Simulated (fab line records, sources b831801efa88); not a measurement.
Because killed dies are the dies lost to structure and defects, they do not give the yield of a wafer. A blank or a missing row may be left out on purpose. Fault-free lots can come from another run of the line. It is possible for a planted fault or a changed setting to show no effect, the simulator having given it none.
One fault through the eyes of 2 desks	flow gf180mcu	what lay behind the numbers comes last; until then each desk has only its own

FOR THE TOOL OWNER'S DESK: pecvd-03
The tool's own readings at GF_V1_CVD_02 (deposits SiO2 from TEOS, target thk 850 nm, time 94.851 s): means of the sampled wafers that have a number, for each lot that ran on this tool. The brackets show how far a lot's mean lies from the usual mean; more than 4 standard deviations puts the lot out of limits, marked OUT.
Columns: A = heaterPowerW at GF_V1_CVD_02, usual 672 W; B = susceptorTempC at GF_V1_CVD_02, usual 400.02 C
lot	first seen here	A	B
L962	day 19 05:38	714	399.89
L967	day 21 01:11	614	399.87
L968	day 21 05:26	639	399.80
L969	day 21 19:22	612	400.21
L979	day 24 21:47	651	400.03
This desk's verdict: no lot among the 5 shows anything out of limits.

THE METROLOGY DESK
What the gauges read for every lot (on any tool): the sampled wafers with a number, averaged. The brackets show how far a lot's mean lies from the usual mean; more than 4 standard deviations puts the lot out of limits, marked OUT.
Columns: A = V1_CVD_02_THK at GF_V1_THK_MEAS_03, usual 843 nm
lot	first seen here	A
L960	day 18 15:11	841
L962	day 19 05:43	841
L967	day 21 01:17	840
L968	day 21 05:31	784 (-4.9) OUT
L969	day 21 19:26	796
L970	day 22 03:26	848
L971	day 22 13:12	850
L972	day 22 19:52	842
L976	day 24 02:42	833
L978	day 24 18:24	837
L979	day 24 21:51	857
L980	day 25 09:11	826
This desk reports L968 out of limits; the earliest was L968 at day 21 05:31 (V1_CVD_02_THK at GF_V1_THK_MEAS_03). L960, L962, L967, L969, L970, L971, L972, L976, L978, L979, L980: within limits.

ALL TOGETHER
On L968, the metrology desk was in a position to raise an alarm at day 21 05:31.
The tool owner's desk saw nothing out of limits.
On record at the tool owner's desk: L968, within its limits.
Of the lots named, all ran GF_V1_CVD_02 on pecvd-03.

WHAT THE SIMULATOR HAD INSERTED
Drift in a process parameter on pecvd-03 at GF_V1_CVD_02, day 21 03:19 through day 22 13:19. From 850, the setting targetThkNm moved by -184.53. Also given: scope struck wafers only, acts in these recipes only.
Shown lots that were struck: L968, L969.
Delay in hours, fault start to first out-of-limits reading, per desk: metrology desk 2.
